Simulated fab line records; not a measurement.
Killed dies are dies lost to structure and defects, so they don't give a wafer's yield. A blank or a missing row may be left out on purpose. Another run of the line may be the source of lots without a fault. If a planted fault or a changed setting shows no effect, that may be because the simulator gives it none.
fab line records | flow gf180mcu
[record] lots = 7 wafers = 21 last_day = 34
route steps=602 shown MVSD@70 MVPSD@78
lots that met no fault: taken from a fault-free run of the same line
start_h: the number of hours between the record's first day and the start of the first shown wafer of the lot | wait_h: time in hours since the lot's previous step | " unchanged from the row above | L1.1+2: a row that stands for several wafers | - either no value or no given start | * or withheld: withheld | < > ~ a bound
route shown NAME@n: a module of which the file shows steps, and the number in the route of the first | usual: mean/standard deviation of fault-free wafers | same: alike in all rows | chamber/n: place in a boat | sites: each site's reading | _std_site: the values' standard deviation | _edge_site: mean of outer sites minus mean of inner sites | radius_mm: how far each site lies from the wafer's centre | mask NAME#n: copy n | behind: the tool/chamber that last shaped the wafer | hold: why the lot was held/for how many hours/how that ended | device: the n, p or np transistor that did not switch | end of line: the tests these same wafers got at the end of their route | step lacking rows: just its recipe | killed: dies lost to structure and defects at the first sort, not the wafer's yield | map: a wafer's dies, x killed, . not, _ none there
set.NAME: the run value of the setting; set.NAME@STEP: its run value at that earlier step | model.NAME: the simulator's own value behind a step, which no gauge read
a table for each step, a row for each wafer; lots at some steps of the route
services: from which hour (start_h, from the record's first day; less than 0 if before it) a tool's chamber was out of use, for how many hours, and why
[[steps]]
[step GF_MVSD_EXPOSE_04]
[recipe] mask_id = MVSD target_cd_nm = 1000 na = 0.6 source_shape = conventional sigma_outer = 0.6 dose_mj = 260
[step GF_MVSD_PEB_05]
[recipe] temp_c = 115 time_s = withheld
[step GF_MVSD_DEVELOP_06]
[recipe] wall_angle_deg = 90 develop_time_s = 60 dev_temp_c = 23
[step GF_MVSD_OVL_MEAS_07]
[usual] MVSD_OVL = 0.6/1.2
// columns lot.wafer tool chamber start_h wait_h MVSD_OVL[nm]
L177.2 overlay-01 - 106.26 - 0.3
L177.4 " - " " -1.3
L177.6 " - " " 1.3
L181.1 overlay-02 - 130.99 - 0.1
L181.2 " - " " 1.2
L181.6 " - " " 2.5
L182.1 overlay-01 - 133.24 - -0.7
L182.2 " - " " 0.7
L182.5 " - " " 1.9
L183.2 overlay-02 - 142.24 - -0.6
L183.3 " - " " -0.3
L183.6 " - " " 0.7
L193.1 overlay-02 - 200.09 - 1.0
L193.5 " - " " 1.9
L193.6 " - " " 0.7
L194.2 overlay-01 - 205.94 - 0.9
L194.3 " - " " 2.4
L194.4 " - " " 2.5
L195.1 overlay-01 - 212.89 - 0.3
L195.2 " - " " -0.7
L195.4 " - " " 0.3
[step GF_MVSD_IMPLANT_08]
[recipe] species = P energy_kev = 400 dose_cm2 = 1.6e+13 tilt_deg = 0
[step GF_MVSD_IMPLANT_09]
[recipe] species = P energy_kev = 100 dose_cm2 = 5e+12 tilt_deg = 0
[step GF_MVSD_STRIP_10]
[recipe] chemistry = O2/N2 power_w = 1400 pressure_mtorr = 1500 platen_temp_c = 250 o2_flow_sccm = 3000 n2_flow_sccm = 300 overash_fraction = 0.5
[usual] drypump_motor_current_A = 5.9/0.46 heater_power_w = 334/22 oes_product_au = 0.722/0.0051 strip_time_to_endpoint_s = 36.97/0.094
// columns lot.wafer tool chamber start_h wait_h drypump_motor_current_A heater_power_w oes_product_au rf_hours_counter_h strip_time_to_endpoint_s
L177.2 plasma_asher-04 1 106.59 0.1 6.6 291 0.724 31 37.13
L177.4 " 1 " " 6.6 293 0.728 - 37.18
L177.6 " 1 " " 6.6 301 0.721 - 37.01
L181.1 plasma_asher-03 1 131.33 0.1 5.6 341 0.726 50 37.12
L181.2 " 0 " " 6.1 366 0.722 50 37.12
L181.6 " 1 " " 5.5 338 0.723 - 37.22
L182.1 plasma_asher-04 1 133.58 0.1 6.6 291 0.723 34 36.86
L182.2 " 0 " " 5.8 322 0.728 34 36.93
L182.5 " 1 " " 6.6 290 0.724 - 36.88
L183.2 plasma_asher-03 0 142.57 0.1 6.1 370 0.723 52 37.06
L183.3 " 0 " " 6.1 367 0.719 - 36.95
L183.6 " 0 " " 6.1 366 0.725 - 37.02
L193.1 plasma_asher-04 0 200.42 0.1 5.9 327 0.727 37 36.97
L193.5 " 1 " " 6.6 294 0.718 - 36.93
L193.6 " 0 " " 5.9 321 0.719 - 36.95
L194.2 plasma_asher-02 1 206.27 0.1 5.2 321 0.724 11 37.12
L194.3 " 1 " " 5.2 321 0.719 - 37.02
L194.4 " 0 " " 6.2 350 0.722 - 37.13
L195.1 plasma_asher-02 0 213.23 0.1 6.2 351 0.709 11 37.03
L195.2 " 1 " " 5.2 319 0.719 11 37.01
L195.4 " 1 " " 5.2 316 0.722 - 37.04
[step GF_MVSD_TW_MEAS_11]
[usual] MVSD_TW = 1589/12
// columns lot.wafer tool chamber start_h wait_h MVSD_TW
L177.2 film_metro-04 - 106.70 0.1 1599
L177.4 " - " " 1596
L177.6 " - " " 1595
L181.1 film_metro-03 - 131.43 0.1 1576
L181.2 " - " " 1581
L181.6 " - " " 1580
L182.1 film_metro-02 - 133.68 0.1 1592
L182.2 " - " " 1589
L182.5 " - " " 1584
L183.2 film_metro-02 - 142.68 0.1 1591
L183.3 " - " " 1590
L183.6 " - " " 1589
L193.1 film_metro-02 - 200.52 0.1 1595
L193.5 " - " " 1595
L193.6 " - " " 1586
L194.2 film_metro-04 - 206.38 0.1 1592
L194.3 " - " " 1595
L194.4 " - " " 1606
L195.1 film_metro-03 - 213.33 0.1 1575
L195.2 " - " " 1587
L195.4 " - " " 1579
[step GF_MVPSD_DEHYDRATE_00]
[recipe] temp_c = 200 time_s = 60
[step GF_MVPSD_HMDS_01]
[recipe] prime_time_s = 60 prime_temp_c = 120
[step GF_MVPSD_COAT_02]
[recipe] spin_rpm = 2000 resist_thk_nm = 3000
[step GF_MVPSD_SOFTBAKE_03]
[recipe] temp_c = 110 time_s = withheld
[step GF_MVPSD_EXPOSE_04]
[recipe] mask_id = MVPSD target_cd_nm = 1000 na = 0.6 source_shape = conventional sigma_outer = 0.6 dose_mj = 260
[usual] exposure_dose_mJ_cm2 = 260.03/0.25 focus_offset_nm = 0.0/0.55
// columns lot.wafer tool chamber start_h wait_h mask exposure_dose_mJ_cm2 focus_offset_nm
L177.2 iline_stepper-02 0 114.14 - MVPSD#0 259.52 -0.2
L177.4 " 0 " " MVPSD#0 259.92 0.9
L177.6 " 0 " " MVPSD#0 260.35 0.7
L181.1 iline_stepper-01 - 139.06 - MVPSD#0 - -
L181.2 " - " " MVPSD#0 - -
L181.6 " - " " MVPSD#0 - -
L182.1 iline_stepper-02 - 142.01 - MVPSD#0 - -
L182.2 " - " " MVPSD#0 - -
L182.5 " - " " MVPSD#0 - -
L183.2 iline_stepper-01 - 150.98 - MVPSD#0 - -
L183.3 " - " " MVPSD#0 - -
L183.6 " - " " MVPSD#0 - -
L193.1 iline_stepper-02 0 209.63 - MVPSD#0 260.25 -0.8
L193.5 " 0 " " MVPSD#0 260.86 0.1
L193.6 " 0 " " MVPSD#0 260.36 -0.6
L194.2 iline_stepper-02 0 215.06 - MVPSD#0 259.88 -0.3
L194.3 " 0 " " MVPSD#0 259.77 0.0
L194.4 " 0 " " MVPSD#0 259.81 -0.5
L195.1 iline_stepper-02 0 222.84 - MVPSD#0 259.91 0.1
L195.2 " 0 " " MVPSD#0 260.24 -0.6
L195.4 " 0 " " MVPSD#0 259.46 0.1
[step GF_MVPSD_PEB_05]
[recipe] temp_c = 115 time_s = withheld
[[services]]
// columns tool chamber start_h hours kind
iline_stepper-02 - 91.11 1.7 pm
plasma_asher-04 - 99.45 0.5 repair
plasma_asher-02 - 108.75 9.0 pm
plasma_asher-02 0 108.75 10.6 vent_cycle
plasma_asher-02 1 108.75 10.6 vent_cycle
plasma_asher-02 - 114.79 4.6 repair
plasma_asher-02 0 117.75 - clean
plasma_asher-02 1 117.75 - clean
plasma_asher-02 - 124.48 2.1 repair
plasma_asher-04 - 154.96 24.9 repair
iline_stepper-02 - 156.96 4.0 repair
plasma_asher-04 - 179.90 15.6 pm
plasma_asher-03 - 192.46 4.5 repair
iline_stepper-01 - 205.07 1.7 pm
[[key]]
[first_sign] step = GF_MVPSD_EXPOSE_04 reading = tool_record direction = missing
effect none on later readings
met_at GF_MVPSD_EXPOSE_04
struck_wafers L181.1,L181.2,L181.6,L182.1,L182.2,L182.5,L183.2,L183.3,L183.6
sort_left_out L181.1,L181.2,L181.6,L182.1,L182.2,L182.5,L183.2,L183.3,L183.6
tester_left_out L181,L182,L183
onset_between 114.14 139.06
[fault] kind = skipped_step_whole tool = iline_stepper-01,iline_stepper-02 chamber = - onset_h = 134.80 steps = GF_MVPSD_EXPOSE_04 scope = struck_lots_only
// tester_left_out: of these lots the tester's yield and bins aren't shown, on N5 and GAA mostly nor the transistor test; their killed dies are dies lost to structure and defects alone, not to doping, threshold or leakage, so they don't give the yield
// sort_left_out: the simulated sort isn't trusted on such a fault, so these wafers' sort isn't shown, and their yield isn't known
